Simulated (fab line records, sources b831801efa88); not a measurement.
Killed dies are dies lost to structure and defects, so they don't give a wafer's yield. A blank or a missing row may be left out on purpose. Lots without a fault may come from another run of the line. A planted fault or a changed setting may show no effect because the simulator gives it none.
Which tool did it? | flow gf180mcu | 14 lots, 42 wafers sampled, at 4 steps of a route of 602

WHAT THE GAUGES READ, wafer by wafer
GF_TOP_METAL_THK_MEAS_06: measures by xrf. Usual: TOP_METAL_ALCU_THK 876 nm, standard deviation 11.
lot  | measured     | on            | TOP_METAL_ALCU_THK (nm) | flag
L694 | day 27 02:13 | film_metro-02 | 863 866 861             |
L696 | day 27 22:43 | film_metro-02 | 888 885 888             |
L697 | day 28 04:57 | film_metro-04 | 871 870 879             |
L698 | day 28 11:00 | film_metro-01 | 888 900 888             |
L699 | day 28 22:13 | film_metro-01 | 890 894 893             |
L700 | day 29 01:31 | film_metro-04 | 883 898 895             |
L701 | day 29 11:41 | film_metro-04 | 869 876 881             |
L702 | day 29 19:01 | film_metro-02 | 877 872 879             |
L703 | day 30 06:53 | film_metro-02 | 871 873 871             |
L704 | day 30 09:25 | film_metro-04 | 877 878 887             |
L707 | day 31 07:07 | film_metro-02 | 880 876 889             |
L708 | day 31 08:46 | film_metro-02 | 862 862 862             |
L712 | day 32 12:58 | film_metro-02 | 882 882 876             |
L713 | day 32 17:46 | film_metro-04 | 888 892 890             |

WHICH TOOL RAN EACH LOT (tool, then ch and the chambers of the sampled wafers, then the start)
lot  | GF_M3_CLEAN_19                  | GF_MIM_SPUTTER_01            | GF_MIM_SPUTTER_09
L694 | wet_bench-02 ch 0, day 21 04:59 | pvd_sputter-03, day 24 07:57 | pvd_sputter-04, day 24 08:14
L696 | wet_bench-03 ch 2, day 22 04:09 | pvd_sputter-01, day 25 04:58 | pvd_sputter-04, day 25 05:14
L697 | wet_bench-02 ch 0, day 22 11:08 | pvd_sputter-01, day 25 10:59 | pvd_sputter-03, day 25 11:17
L698 | wet_bench-02 ch 2, day 22 20:12 | pvd_sputter-03, day 25 19:12 | pvd_sputter-04, day 25 19:29
L699 | wet_bench-01 ch 3, day 23 09:34 | pvd_sputter-01, day 26 06:51 | pvd_sputter-03, day 26 07:08
L700 | wet_bench-02 ch 3, day 23 12:43 | pvd_sputter-04, day 26 10:33 | pvd_sputter-03, day 26 10:50
L701 | wet_bench-01 ch 2, day 24 00:53 | pvd_sputter-04, day 26 21:47 | pvd_sputter-03, day 26 22:05
L702 | wet_bench-02 ch 3, day 24 09:45 | pvd_sputter-03, day 27 05:08 | pvd_sputter-01, day 27 05:27
L703 | wet_bench-03 ch 1, day 24 21:11 | pvd_sputter-04, day 27 16:40 | pvd_sputter-01, day 27 16:58
L704 | wet_bench-03 ch 1, day 25 02:05 | pvd_sputter-01, day 27 20:37 | pvd_sputter-04, day 27 20:53
L707 | wet_bench-03 ch 2, day 26 01:14 | pvd_sputter-03, day 28 18:59 | pvd_sputter-01, day 28 19:16
L708 | wet_bench-01 ch 2, day 26 04:38 | pvd_sputter-03, day 28 21:29 | pvd_sputter-04, day 28 21:46
L712 | wet_bench-02 ch 1, day 27 13:34 | pvd_sputter-04, day 30 04:50 | pvd_sputter-03, day 30 05:07
L713 | wet_bench-02 ch 0, day 27 18:12 | pvd_sputter-03, day 30 09:31 | pvd_sputter-01, day 30 09:49
- GF_M3_CLEAN_19: cleans in DIW.
- GF_MIM_SPUTTER_01: material TiN, target thk 30 nm, time 25 s.
- GF_MIM_SPUTTER_09: material TiN, target thk 35 nm, time 29.2 s.

WHAT THE TOOLS THEMSELVES READ (means of the sampled wafers that have a number; where no wafer has one, the mark that the record gives instead)
GF_MIM_SPUTTER_01. Usual: throttle_valve_pct 30.2 %, standard deviation 0.77.
lot  | tool           | throttle_valve_pct (%) | flag
L694 | pvd_sputter-03 | 30.2                   |
L696 | pvd_sputter-01 | 29.9                   |
L697 | pvd_sputter-01 | 30.0                   |
L698 | pvd_sputter-03 | 30.9                   |
L699 | pvd_sputter-01 | 29.6                   |
L700 | pvd_sputter-04 | 30.2                   |
L701 | pvd_sputter-04 | 29.7                   |
L702 | pvd_sputter-03 | 31.0                   |
L703 | pvd_sputter-04 | 30.2                   |
L704 | pvd_sputter-01 | 30.2                   |
L707 | pvd_sputter-03 | 30.1                   |
L708 | pvd_sputter-03 | 30.6                   |
L712 | pvd_sputter-04 | 29.9                   |
L713 | pvd_sputter-03 | 30.9                   |

GF_MIM_SPUTTER_09. Usual: throttle_valve_pct 30.2 %, standard deviation 0.83.
lot  | tool           | throttle_valve_pct (%) | flag
L694 | pvd_sputter-04 | 30.2                   |
L696 | pvd_sputter-04 | 29.2                   |
L697 | pvd_sputter-03 | 30.7                   |
L698 | pvd_sputter-04 | 29.6                   |
L699 | pvd_sputter-03 | 30.9                   |
L700 | pvd_sputter-03 | 30.8                   |
L701 | pvd_sputter-03 | 30.4                   |
L702 | pvd_sputter-01 | 29.9                   |
L703 | pvd_sputter-01 | 29.6                   |
L704 | pvd_sputter-04 | 29.6                   |
L707 | pvd_sputter-01 | 29.6                   |
L708 | pvd_sputter-04 | 29.9                   |
L712 | pvd_sputter-03 | 30.3                   |
L713 | pvd_sputter-01 | 29.8                   |

THE ANSWER, worked out from the rows above alone
Rule: a lot is off if the mean of its wafers that have a number lies more than 3 standard deviations from the usual mean. A lot without any number at a reading at which 4 lots or more have one is off too. The other lots that the step has rows for count as sound. The gauges are gone through in route order, then the tools' own readings, and for those a lot's mean is taken as printed above. The first step at which some lot is off is used, and at that step the reading that is off furthest; a lot without a number counts as furthest.
No lot is off at any reading shown: from this, nothing can be told.

WHAT THE SIMULATOR HAD PUT IN
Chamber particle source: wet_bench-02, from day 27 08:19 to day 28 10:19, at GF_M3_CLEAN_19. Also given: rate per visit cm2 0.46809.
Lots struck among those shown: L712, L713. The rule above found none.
